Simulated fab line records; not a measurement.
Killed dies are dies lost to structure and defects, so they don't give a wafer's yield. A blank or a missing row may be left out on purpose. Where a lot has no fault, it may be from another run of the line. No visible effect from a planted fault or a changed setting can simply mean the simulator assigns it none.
fab line records	flow sky130
record lots=5	wafers=23
route steps=708 shown POLY_GATE@213 RES_PROTECT@214 LDD_N@246 LDD_HVN@275 SD_P@326 SD_N@351 LI_CONTACT@377 LOCAL_INTERCONNECT@395
startH: start of the lot's first displayed wafer, in hours after the record's first day	waitH: hours since the lot's step before	" repeats the value in the row above	L1.1+2: a single row standing in for several wafers	- no value present, or no start provided	* or withheld: withheld	< > ~ a bound
route shown NAME@n: a module of which the file shows steps, and the number in the route of the first	usual: mean/standard deviation of fault-free wafers	same: alike in all rows	chamber/n: place in a boat	sites: each site's reading	_std_site: standard deviation of those values	_edge_site: the outer-site mean with the inner-site mean subtracted	radiusMm: how far each site lies from the wafer's centre	mask NAME#n: copy n	behind: the last tool/chamber to shape the wafer	hold: cause of the lot's hold/its duration in hours/its outcome	device: the n, p or np transistor that did not switch	end of line: at the end of the route, the tests of the same wafers	a step without rows: its recipe alone	killed: at the first sort, the dies lost to defects and structure; wafer yield is something else	map: per-die view of a wafer (x killed, . not killed, _ where there is no die)
set.NAME: the setting the step ran with; set.NAME@STEP: the setting that earlier step ran with	model.NAME: the simulator's own value behind a step, which no gauge read
one table per step and one row per wafer, for lots whose settings were changed on purpose
## steps
# step SKY_POLY_GATE_IMPLANT_02
# recipe species=P	energyKev=30	doseCm2=7.7e+15	tiltDeg=0
lot.wafer	tool	chamber	startH	waitH	set.doseCm2
L075.1+2+5	implanter-04	0	345.18	0.1	7.7e+15
L076.1+6	implanter-04	0	360.08	0.2	7.7e+15
L076.3+4+5	"	0	"	"	7.312e+15
L077.1+2+6	implanter-04	0	366.21	0.1	7.288e+15
L077.3+5	"	0	"	"	7.7e+15
L082.1+4	implanter-03	0	410.03	0.1	7.854e+15
L082.2+5+6	"	0	"	"	7.7e+15
L083.1+4+5	implanter-03	0	416.84	0.1	7.7e+15
L083.3+6	"	0	"	"	7.438e+15
# step SKY_RES_PROTECT_STRIP_07
# recipe chemistry=O2/N2	powerW=1400	pressureMtorr=1500	platenTempC=withheld	o2FlowSccm=3000	n2FlowSccm=300	overashFraction=0.5
# usual stripTimeToEndpointS=23.28/0.037
lot.wafer	tool	chamber	startH	waitH	set.doseCm2@POLY_GATE_IMPLANT_02	stripTimeToEndpointS
L075.1	plasmaAsher-04	1	345.33	0.1	7.7e+15	23.29
L075.2	"	0	"	"	7.7e+15	23.33
L075.5	"	1	"	"	7.7e+15	23.36
L076.1	plasmaAsher-01	1	360.23	0.1	7.7e+15	23.24
L076.3	"	1	"	"	7.312e+15	23.04
L076.4	"	0	"	"	7.312e+15	23.03
L076.5	"	0	"	"	7.312e+15	22.99
L076.6	"	1	"	"	7.7e+15	23.25
L077.1	plasmaAsher-01	0	366.36	0.1	7.288e+15	23.08
L077.2	"	1	"	"	7.288e+15	23.04
L077.3	"	0	"	"	7.7e+15	23.26
L077.5	"	0	"	"	7.7e+15	23.28
L077.6	"	1	"	"	7.288e+15	23.04
L082.1	plasmaAsher-02	0	410.18	0.1	7.854e+15	23.42
L082.2	"	1	"	"	7.7e+15	23.35
L082.4	"	1	"	"	7.854e+15	23.38
L082.5	"	1	"	"	7.7e+15	23.30
L082.6	"	0	"	"	7.7e+15	23.28
L083.1	plasmaAsher-01	1	416.99	0.1	7.7e+15	23.26
L083.3	"	1	"	"	7.438e+15	23.15
L083.4	"	0	"	"	7.7e+15	23.29
L083.5	"	0	"	"	7.7e+15	23.24
L083.6	"	1	"	"	7.438e+15	23.15
# step SKY_POLY_GATE_ETCH_16
# recipe stopOn=poly-Si	chemistry=CH3F/O2	target=Si3N4	sourceW=400	biasW=80	pressureMtorr=25	ch3fFlowSccm=40	O2_flow_sccm=30	timeS=147.5	targetDepthA=750
# usual oesProductAu=0.639/0.0052
lot.wafer	tool	chamber	startH	waitH	set.timeS	oesProductAu	model.KrF-thick_of_POLY_GATE_COAT_08.thkNm
L075.1	rieDiel-03	1	375.78	0.0	147.5	0.632	234.5
L075.2	"	0	"	"	147.5	0.639	237.1
L075.5	"	1	"	"	147.5	0.642	234.9
L076.1	rieDiel-03	1	391.17	0.0	164.1	0.635	225.1
L076.3	"	2	"	"	164.1	0.639	224.4
L076.4	"	3	"	"	147.5	0.639	235
L076.5	"	2	"	"	147.5	0.647	235.2
L076.6	"	3	"	"	164.1	0.641	223.1
L077.1	rieDiel-04	0	397.58	0.0	129.5	0.672	245
L077.2	"	3	"	"	147.5	0.642	229.8
L077.3	"	2	"	"	147.5	0.639	230.5
L077.5	"	0	"	"	129.5	0.672	245.6
L077.6	"	1	"	"	129.5	0.673	246.2
L082.1	rieDiel-04	0	442.52	0.0	147.5	0.637	231.3
L082.2	"	1	"	"	134.3	0.666	239.4
L082.4	"	3	"	"	134.3	0.664	239.4
L082.5	"	1	"	"	134.3	0.663	239.3
L082.6	"	2	"	"	147.5	0.630	226.6
L083.1	rieDiel-02	3	449.63	0.0	127.8	0.687	249
L083.3	"	0	"	"	147.5	0.635	233.3
L083.4	"	1	"	"	147.5	0.634	232.6
L083.5	"	0	"	"	147.5	0.634	233.5
L083.6	"	1	"	"	127.8	0.672	247.1
# step SKY_POLY_GATE_ETCH_17
# recipe targetDepthNm=180	stopOn=SiO2	overEtchFrac=0.56667	chemistry=HBr/Cl2	target=poly-Si	icpW=400	biasW=100	pressureMtorr=10	HBr_flow_sccm=150	Cl2_flow_sccm=50	timeS=70.5
lot.wafer	tool	chamber	startH	waitH	set.pressureMtorr@SONOS_ONO_CVD_04	model.SiO2_of_SONOS_ONO_CVD_04.thkNm
L075.1	rieSi-01	2	375.88	0.0	400	4.159
L075.2	"	1	"	"	400	4.133
L075.5	"	2	"	"	400	4.224
L076.1	rieSi-01	2	391.26	0.0	343.2	3.64
L076.3	"	0	"	"	343.2	3.683
L076.4	"	2	"	"	343.2	3.785
L076.5	"	0	"	"	343.2	3.72
L076.6	"	1	"	"	343.2	3.707
L077.1	rieSi-01	2	397.68	0.0	375	4.099
L077.2	"	0	"	"	375	4.02
L077.3	"	1	"	"	375	4.062
L077.5	"	1	"	"	375	4.126
L077.6	"	2	"	"	375	4.096
L082.1	rieSi-01	1	442.62	0.0	444.9	4.447
L082.2	"	0	"	"	444.9	4.461
L082.4	"	3	"	"	444.9	4.437
L082.5	"	2	"	"	444.9	4.499
L082.6	"	3	"	"	444.9	4.536
L083.1	rieSi-01	1	449.73	0.0	381	4.078
L083.3	"	3	"	"	381	4.18
L083.4	"	0	"	"	381	4.149
L083.5	"	2	"	"	381	4.163
L083.6	"	1	"	"	381	4.13
# step SKY_POLY_GATE_STRIP_18
# recipe chemistry=O2/N2	powerW=1400	pressureMtorr=1500	platenTempC=withheld	o2FlowSccm=3000	n2FlowSccm=300	overashFraction=0.5
# usual stripTimeToEndpointS=3.155/0.028
lot.wafer	tool	chamber	startH	waitH	set.timeS@POLY_GATE_ETCH_16	stripTimeToEndpointS
L075.1	plasmaAsher-03	0	375.93	0.0	147.5	3.159
L075.2	"	1	"	"	147.5	3.181
L075.5	"	1	"	"	147.5	3.175
L076.1	plasmaAsher-01	1	391.32	0.0	164.1	3.071
L076.3	"	1	"	"	164.1	3.058
L076.4	"	0	"	"	147.5	3.183
L076.5	"	0	"	"	147.5	3.188
L076.6	"	1	"	"	164.1	3.020
L077.1	plasmaAsher-04	1	397.73	0.0	129.5	3.306
L077.2	"	0	"	"	147.5	3.148
L077.3	"	0	"	"	147.5	3.120
L077.5	"	1	"	"	129.5	3.276
L077.6	"	0	"	"	129.5	3.324
L082.1	plasmaAsher-01	1	442.68	0.0	147.5	3.129
L082.2	"	0	"	"	134.3	3.257
L082.4	"	1	"	"	134.3	3.240
L082.5	"	0	"	"	134.3	3.200
L082.6	"	1	"	"	147.5	3.094
L083.1	plasmaAsher-03	1	449.78	0.0	127.8	3.331
L083.3	"	0	"	"	147.5	3.164
L083.4	"	1	"	"	147.5	3.149
L083.5	"	1	"	"	147.5	3.155
L083.6	"	0	"	"	127.8	3.305
# step SKY_LDD_N_IMPLANT_09
# recipe species=As	energyKev=20	doseCm2=7.5e+13	tiltDeg=withheld	rotationDeg=113
lot.wafer	tool	chamber	startH	waitH	set.energyKev	model.implant.rpNm	model.implant.drpNm
L075.1+2+5	implanter-01	0	406.44	0.1	20	15.61	7.212
L076.1+3+4	implanter-02	0	423.86	0.1	20	15.82	7.212
L076.5+6	"	0	"	"	20.68	16.22	7.381
L077.1+2+3+5+6	implanter-02	0	428.86	0.1	20	16.08	7.212
L082.1+4+6	implanter-04	0	475.21	0.1	20	15.6	7.212
L082.2+5	"	0	"	"	19.2	15.14	7.011
L083.1+4	implanter-01	0	482.49	0.1	20	15.52	7.212
L083.3+5+6	"	0	"	"	21.09	16.14	7.483
# step SKY_LDD_HVN_IMPLANT_08
# recipe species=P	energyKev=60	doseCm2=3e+13	tiltDeg=40
lot.wafer	tool	chamber	startH	waitH	set.energyKev	model.implant.rpNm	model.implant.drpNm
L075.1+2+5	implanter-02	0	469.29	0.0	60	56.47	28.15
L076.1+3	implanter-03	0	487.42	0.0	60	55.63	28.15
L076.4+5+6	"	0	"	"	58.96	54.65	27.73
L077.1+2+5	implanter-04	0	491.62	0.0	56.82	54.83	26.88
L077.3+6	"	0	"	"	60	57.95	28.15
L082.1+2+4+5+6	implanter-02	0	536.94	0.0	60	57.07	28.15
L083.1+3+4+5+6	implanter-02	0	544.84	0.0	60	54.27	28.15
# step SKY_SD_P_DEVELOP_06
# recipe resist=NOVOLAK	developer=TMAH	developTimeS=60	devTempC=23
lot.wafer	tool	chamber	startH	waitH	set.developTimeS
L075.1+2+5	lithoTrack-03	0	592.53	0.1	60
L076.1+5	lithoTrack-03	0	609.63	0.1	66.88
L076.3+4+6	"	0	"	"	60
L077.1+2+6	lithoTrack-02	0	612.36	0.1	54.58
L077.3+5	"	0	"	"	60
L082.1+2	lithoTrack-02	0	658.16	0.1	67.69
L082.4+5+6	"	0	"	"	60
L083.1+4+5	lithoTrack-03	0	667.98	0.1	63.9
L083.3+6	"	0	"	"	60
# step SKY_SD_P_CD_MEAS_07
# recipe targetCdNm=380
# usual cdNm=379.7/2.2
lot.wafer	tool	chamber	startH	waitH	set.developTimeS@SD_P_DEVELOP_06	cdNm
L075.1	cdSem-02	-	592.68	0.1	60	381.6
L075.2	"	-	"	"	60	382.2
L075.5	"	-	"	"	60	382.7
L076.1	cdSem-01	-	609.78	0.1	66.88	386.3
L076.3	"	-	"	"	60	377.7
L076.4	"	-	"	"	60	378.1
L076.5	"	-	"	"	66.88	387.9
L076.6	"	-	"	"	60	376.0
L077.1	cdSem-02	-	612.51	0.1	54.58	372.2
L077.2	"	-	"	"	54.58	372.9
L077.3	"	-	"	"	60	379.1
L077.5	"	-	"	"	60	380.1
L077.6	"	-	"	"	54.58	372.1
L082.1	cdSem-02	-	658.31	0.1	67.69	393.1
L082.2	"	-	"	"	67.69	393.8
L082.4	"	-	"	"	60	380.5
L082.5	"	-	"	"	60	381.4
L082.6	"	-	"	"	60	382.4
L083.1	cdSem-02	-	668.13	0.1	63.9	386.7
L083.3	"	-	"	"	60	382.8
L083.4	"	-	"	"	63.9	390.4
L083.5	"	-	"	"	63.9	386.9
L083.6	"	-	"	"	60	379.9
# step SKY_SD_N_IMPLANT_09
# recipe species=As	energyKev=50	doseCm2=4e+15	tiltDeg=0
lot.wafer	tool	chamber	startH	waitH	set.energyKev	model.implant.rpNm	model.implant.drpNm
L075.1+2+5	implanter-01	0	650.76	0.0	50	31.6	14.11
L076.1+3+6	implanter-03	0	667.55	0.0	48.6	30.86	13.81
L076.4+5	"	0	"	"	50	31.58	14.11
L077.1+2+3+5+6	implanter-03	0	670.01	0.0	50	31.46	14.11
L082.1+2+4+5+6	implanter-04	0	714.51	0.0	50	31.45	14.11
L083.1+3+5	implanter-01	0	723.08	0.0	50.82	32.59	14.28
L083.4+6	"	0	"	"	50	32.16	14.11
# step SKY_SD_N_IMPLANT_10
# recipe species=P	energyKev=20	doseCm2=1e+14	tiltDeg=0
lot.wafer	tool	chamber	startH	waitH	set.energyKev	model.implant.rpNm	model.implant.drpNm
L075.1+2+5	implanter-01	0	650.91	0.1	20	28.36	13
L076.1+4+6	implanter-03	0	667.70	0.1	20	27.21	13
L076.3+5	"	0	"	"	18.83	26.13	12.53
L077.1+2+3+5+6	implanter-03	0	670.16	0.1	20	28.41	13
L082.1+2+6	implanter-04	0	714.66	0.1	20.6	27.96	13.23
L082.4+5	"	0	"	"	20	27.4	13
L083.1+3+4+5+6	implanter-01	0	723.23	0.1	20	27.33	13
# step SKY_SD_N_STRIP_11
# recipe chemistry=O2/N2	powerW=1400	pressureMtorr=1500	platenTempC=withheld	o2FlowSccm=3000	n2FlowSccm=300	overashFraction=0.5
# usual stripTimeToEndpointS=22.549/0.028
lot.wafer	tool	chamber	startH	waitH	set.energyKev@SD_N_IMPLANT_09	stripTimeToEndpointS
L075.1	plasmaAsher-03	0	651.06	0.1	50	22.520
L075.2	"	1	"	"	50	22.548
L075.5	"	0	"	"	50	22.546
L076.1	plasmaAsher-02	0	667.85	0.1	48.6	22.351
L076.3	"	0	"	"	48.6	22.337
L076.4	"	1	"	"	50	22.556
L076.5	"	1	"	"	50	22.559
L076.6	"	0	"	"	48.6	22.313
L077.1	plasmaAsher-02	1	670.31	0.1	50	22.601
L077.2	"	0	"	"	50	22.598
L077.3	"	1	"	"	50	22.565
L077.5	"	1	"	"	50	22.554
L077.6	"	0	"	"	50	22.582
L082.1	plasmaAsher-02	1	714.81	0.1	50	22.587
L082.2	"	0	"	"	50	22.554
L082.4	"	1	"	"	50	22.524
L082.5	"	1	"	"	50	22.564
L082.6	"	0	"	"	50	22.548
L083.1	plasmaAsher-03	1	723.38	0.1	50.82	22.654
L083.3	"	0	"	"	50.82	22.688
L083.4	"	1	"	"	50	22.519
L083.5	"	0	"	"	50.82	22.641
L083.6	"	1	"	"	50	22.515
# step SKY_SD_N_CLEAN_13
# recipe chemistry=SC1/SC2	mix=1:4:20	tempC=70	timeS=150	dry=n2Spin
# step SKY_SD_N_RTA_14
# recipe tempC=1075	timeS=2	idleTempC=650	rampUpCPerS=150	rampDownCPerS=90	ambient=N2
# step SKY_SD_N_RS_MEAS_16
# recipe thkMeasGauge=four-point-probe
# usual SD_N_RS=68.55/0.11
lot.wafer	tool	chamber	startH	waitH	set.energyKev@SD_N_IMPLANT_09	SD_N_RS[ohm/sq]
L075.1	filmMetro-04	-	651.53	0.1	50	68.54
L075.2	"	-	"	"	50	68.50
L075.5	"	-	"	"	50	68.55
L076.1	filmMetro-03	-	668.23	0.1	48.6	69.32
L076.3	"	-	"	"	48.6	69.88
L076.4	"	-	"	"	50	68.60
L076.5	"	-	"	"	50	68.72
L076.6	"	-	"	"	48.6	69.49
L077.1	filmMetro-03	-	670.70	0.1	50	68.46
L077.2	"	-	"	"	50	68.49
L077.3	"	-	"	"	50	68.44
L077.5	"	-	"	"	50	68.44
L077.6	"	-	"	"	50	68.41
L082.1	filmMetro-04	-	715.20	0.1	50	68.52
L082.2	"	-	"	"	50	68.62
L082.4	"	-	"	"	50	68.76
L082.5	"	-	"	"	50	68.54
L082.6	"	-	"	"	50	68.68
L083.1	filmMetro-04	-	723.78	0.1	50.82	68.16
L083.3	"	-	"	"	50.82	68.15
L083.4	"	-	"	"	50	68.68
L083.5	"	-	"	"	50.82	68.18
L083.6	"	-	"	"	50	68.74
# step SKY_LI_CONTACT_ETCH_15
# recipe target=PSG	chemistry=C4F8/O2/Ar	stopOn=Si	taperDeg=4.15	maskMaterial=KrF-thick	sourceW=1500	biasW=1200	pressureMtorr=40	c4f8FlowSccm=withheld	O2_flow_sccm=6	Ar_flow_sccm=300	timeS=withheld	targetDepthA=6000
lot.wafer	tool	chamber	startH	waitH	set.sourceW	model.KrF-thick_of_LI_CONTACT_COAT_07.thkNm
L075.1	rieDiel-04	0	680.63	0.0	1500	234.3
L075.2	"	3	"	"	1500	226.8
L075.5	"	3	"	"	1500	227.6
L076.1	rieDiel-02	2	697.65	0.0	1500	235.3
L076.3	"	3	"	"	1321	245.6
L076.4	"	1	"	"	1321	242.2
L076.5	"	1	"	"	1500	233.3
L076.6	"	0	"	"	1321	243.7
L077.1	rieDiel-04	2	699.03	0.0	1350	237.2
L077.2	"	1	"	"	1350	240.6
L077.3	"	3	"	"	1350	234.7
L077.5	"	3	"	"	1500	227.1
L077.6	"	0	"	"	1500	232.1
L082.1	rieDiel-02	3	744.24	0.0	1500	230.8
L082.2	"	1	"	"	1500	229.4
L082.4	"	2	"	"	1500	233.5
L082.5	"	3	"	"	1500	230.9
L082.6	"	2	"	"	1500	234.1
L083.1	rieDiel-01	2	752.19	0.0	1356	237.7
L083.3	"	0	"	"	1500	229.5
L083.4	"	1	"	"	1500	230.3
L083.5	"	2	"	"	1356	235.6
L083.6	"	0	"	"	1500	229.8
# step SKY_LOCAL_INTERCONNECT_EXPOSE_08
# recipe maskId=LI1M	na=0.8	sourceShape=annular	sigmaInner=0.55	sigmaOuter=0.85	targetCdNm=170	doseMj=28
lot.wafer	tool	chamber	startH	waitH	mask	set.doseMj
L075.1+2+5	krfScanner-01	0	-	-	LI1M#0	28
L076.1+3+5	krfScanner-02	0	-	-	LI1M#0	28
L076.4+6	"	0	"	"	LI1M#0	25.93
L077.1+3+6	krfScanner-01	0	-	-	LI1M#0	28
L077.2+5	"	0	"	"	LI1M#0	29.92
L082.1+2+4+5+6	krfScanner-01	0	-	-	LI1M#0	28
L083.1+6	krfScanner-01	0	-	-	LI1M#0	28.63
L083.3+4+5	"	0	"	"	LI1M#0	28
# step SKY_LOCAL_INTERCONNECT_PEB_09
# recipe pebTempC=withheld	pebTimeS=withheld	resist=KrF-thick
# step SKY_LOCAL_INTERCONNECT_DEVELOP_10
# recipe developTimeS=60.75	resist=KrF-thick	devTempC=21
lot.wafer	tool	chamber	startH	waitH	set.doseMj@LOCAL_INTERCONNECT_EXPOSE_08	model.LOCAL_INTERCONNECT.cdNm
L075.1	lithoTrack-01	0	-	-	28	168.3
L075.2	"	0	"	"	28	168.1
L075.5	"	0	"	"	28	169.3
L076.1	lithoTrack-01	0	-	-	28	165.9
L076.3+5	"	0	"	"	28	167.4
L076.4	"	0	"	"	25.93	180.6
L076.6	"	0	"	"	25.93	182
L077.1+3	lithoTrack-01	0	-	-	28	170.4
L077.2	"	0	"	"	29.92	156.7
L077.5	"	0	"	"	29.92	157.5
L077.6	"	0	"	"	28	169.2
L082.1+4	lithoTrack-03	0	-	-	28	170.4
L082.2	"	0	"	"	28	170.9
L082.5	"	0	"	"	28	169.1
L082.6	"	0	"	"	28	171
L083.1	lithoTrack-03	0	-	-	28.63	164
L083.3	"	0	"	"	28	168.2
L083.4	"	0	"	"	28	167.8
L083.5	"	0	"	"	28	168.1
L083.6	"	0	"	"	28.63	164.7
# step SKY_LOCAL_INTERCONNECT_CD_MEAS_11
# recipe targetCdNm=170
# usual cdNm=169.2/1.4
lot.wafer	tool	chamber	startH	waitH	set.doseMj@LOCAL_INTERCONNECT_EXPOSE_08	cdNm
L075.1	cdSem-02	-	709.09	-	28	168.1
L075.2	"	-	"	"	28	168.4
L075.5	"	-	"	"	28	169.0
L076.1	cdSem-02	-	726.59	-	28	165.8
L076.3	"	-	"	"	28	167.0
L076.4	"	-	"	"	25.93	180.6
L076.5	"	-	"	"	28	167.4
L076.6	"	-	"	"	25.93	182.0
L077.1	cdSem-02	-	728.19	-	28	170.3
L077.2	"	-	"	"	29.92	156.7
L077.3	"	-	"	"	28	170.3
L077.5	"	-	"	"	29.92	157.4
L077.6	"	-	"	"	28	168.9
L082.1	cdSem-02	-	774.33	-	28	170.5
L082.2	"	-	"	"	28	170.7
L082.4	"	-	"	"	28	170.5
L082.5	"	-	"	"	28	169.4
L082.6	"	-	"	"	28	170.6
L083.1	cdSem-02	-	781.03	-	28.63	163.7
L083.3	"	-	"	"	28	168.3
L083.4	"	-	"	"	28	168.0
L083.5	"	-	"	"	28	167.9
L083.6	"	-	"	"	28.63	164.9
# step SKY_LOCAL_INTERCONNECT_ETCH_13
# recipe chemistry=N2/H2	target=BARC	ionEnergyEv=200	biasW=100	pressureMtorr=30	n2FlowSccm=100	h2FlowSccm=200	icpW=500	stopOn=SiO2	timeS=45.9	targetDepthA=600
lot.wafer	tool	chamber	startH	waitH	set.icpW	model.KrF-thick_of_LOCAL_INTERCONNECT_COAT_06.thkNm
L075.1	rieMetal-01	0	709.24	0.0	500	394.2
L075.2	"	1	"	"	500	394.3
L075.5	"	1	"	"	500	395
L076.1	rieMetal-03	1	726.74	0.0	500	391.7
L076.3	"	0	"	"	500	391.9
L076.4	"	1	"	"	554.3	388.8
L076.5	"	1	"	"	554.3	387.7
L076.6	"	0	"	"	554.3	388.6
L077.1	rieMetal-01	0	728.34	0.0	518.8	393.7
L077.2	"	1	"	"	518.8	391.4
L077.3	"	0	"	"	500	394.9
L077.5	"	1	"	"	518.8	391.9
L077.6	"	0	"	"	500	394.4
L082.1	rieMetal-02	0	774.48	0.0	500	392.5
L082.2+6	"	1,0	"	"	500	391.7
L082.4	"	0	"	"	500	391.6
L082.5	"	1	"	"	500	392.6
L083.1	rieMetal-03	1	781.18	0.0	500	390.3
L083.3	"	0	"	"	500	391.5
L083.4	"	1	"	"	552.5	387.2
L083.5	"	0	"	"	552.5	387.7
L083.6	"	1	"	"	552.5	386.4
# step SKY_LOCAL_INTERCONNECT_METAL_ETCH_14
# recipe targetDepthNm=110	stopOn=PSG	chemistry=Cl2/BCl3	target=TiN	resistSidewallDeg=88	pressureMtorr=10	icpW=900	biasW=48.5	Cl2_flow_sccm=60	bcl3FlowSccm=30	timeS=31.4
lot.wafer	tool	chamber	startH	waitH	set.doseMj@LOCAL_INTERCONNECT_EXPOSE_08	model.LOCAL_INTERCONNECT.cdNm
L075.1	rieMetal-01	0	709.30	0.0	28	168.6
L075.2	"	1	"	"	28	167.9
L075.5	"	1	"	"	28	169.1
L076.1	rieMetal-03	1	726.80	0.0	28	165.9
L076.3	"	0	"	"	28	167.9
L076.4	"	1	"	"	25.93	179.4
L076.5	"	1	"	"	28	166.2
L076.6	"	0	"	"	25.93	180.6
L077.1	rieMetal-01	0	728.40	0.0	28	170.1
L077.2	"	1	"	"	29.92	156.9
L077.3	"	0	"	"	28	170
L077.5	"	1	"	"	29.92	157.5
L077.6	"	0	"	"	28	169.3
L082.1	rieMetal-02	0	774.55	0.0	28	171.4
L082.2	"	1	"	"	28	172.3
L082.4	"	0	"	"	28	171.6
L082.5	"	1	"	"	28	170.7
L082.6	"	0	"	"	28	171.7
L083.1	rieMetal-03	1	781.25	0.0	28.63	162.8
L083.3	"	0	"	"	28	168.7
L083.4	"	1	"	"	28	165.7
L083.5	"	0	"	"	28	167.9
L083.6	"	1	"	"	28.63	162.5
## key
split step=SKY_POLY_GATE_IMPLANT_02	setting=doseCm2	stated=7.7e+15	by=wafer
response step=SKY_RES_PROTECT_STRIP_07	reading=stripTimeToEndpointS	change=*	per=1%	r=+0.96
split step=SKY_POLY_GATE_ETCH_16	setting=timeS	stated=147.5	by=wafer
response step=SKY_POLY_GATE_ETCH_16	reading=oesProductAu	change=-0.00246	per=1%	r=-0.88
response step=SKY_POLY_GATE_ETCH_16	reading=model.KrF-thick_of_POLY_GATE_COAT_08.thkNm	change=-1.13	per=1%	r=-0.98
response step=SKY_POLY_GATE_STRIP_18	reading=stripTimeToEndpointS	change=*	per=1%	r=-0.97
split step=SKY_LDD_N_IMPLANT_09	setting=energyKev	stated=20	by=wafer
response step=SKY_LDD_N_IMPLANT_09	reading=model.implant.rpNm	change=+0.114	per=1%	r=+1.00
response step=SKY_LDD_N_IMPLANT_09	reading=model.implant.drpNm	change=+0.0499	per=1%	r=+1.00
split step=SKY_LDD_HVN_IMPLANT_08	setting=energyKev	stated=60	by=wafer
response step=SKY_LDD_HVN_IMPLANT_08	reading=model.implant.rpNm	change=+0.587	per=1%	r=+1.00
response step=SKY_LDD_HVN_IMPLANT_08	reading=model.implant.drpNm	change=+0.24	per=1%	r=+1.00
split step=SKY_SD_P_DEVELOP_06	setting=developTimeS	stated=60	by=wafer
response step=SKY_SD_P_CD_MEAS_07	reading=cdNm	change=+0.894	per=1%	r=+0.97
split step=SKY_SD_N_IMPLANT_09	setting=energyKev	stated=50	by=wafer
response step=SKY_SD_N_IMPLANT_09	reading=model.implant.rpNm	change=+0.259	per=1%	r=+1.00
response step=SKY_SD_N_IMPLANT_09	reading=model.implant.drpNm	change=+0.106	per=1%	r=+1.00
response step=SKY_SD_N_STRIP_11	reading=stripTimeToEndpointS	change=*	per=1%	r=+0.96
response step=SKY_SD_N_RS_MEAS_16	reading=SD_N_RS	change=-0.325	per=1%	r=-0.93
split step=SKY_SD_N_IMPLANT_10	setting=energyKev	stated=20	by=wafer
response step=SKY_SD_N_IMPLANT_10	reading=model.implant.rpNm	change=+0.185	per=1%	r=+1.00
response step=SKY_SD_N_IMPLANT_10	reading=model.implant.drpNm	change=+0.0791	per=1%	r=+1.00
split step=SKY_LI_CONTACT_ETCH_15	setting=sourceW	stated=1500	by=wafer
response step=SKY_LI_CONTACT_ETCH_15	reading=model.KrF-thick_of_LI_CONTACT_COAT_07.thkNm	change=-0.772	per=1%	r=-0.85
split step=SKY_LOCAL_INTERCONNECT_EXPOSE_08	setting=doseMj	stated=28	by=wafer
response step=SKY_LOCAL_INTERCONNECT_DEVELOP_10	reading=model.LOCAL_INTERCONNECT.cdNm	change=-1.9	per=1%	r=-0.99
response step=SKY_LOCAL_INTERCONNECT_CD_MEAS_11	reading=cdNm	change=-1.91	per=1%	r=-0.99
response step=SKY_LOCAL_INTERCONNECT_METAL_ETCH_14	reading=model.LOCAL_INTERCONNECT.cdNm	change=-1.84	per=1%	r=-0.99
split step=SKY_LOCAL_INTERCONNECT_ETCH_13	setting=icpW	stated=500	by=wafer
response step=SKY_LOCAL_INTERCONNECT_ETCH_13	reading=model.KrF-thick_of_LOCAL_INTERCONNECT_COAT_06.thkNm	change=-0.353	per=1%	r=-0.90
split outsideThisFile step=SKY_SONOS_ONO_CVD_04 setting=pressureMtorr
# split outsideThisFile: this setting was split too, and the file shows its column; the key of that split is in another file
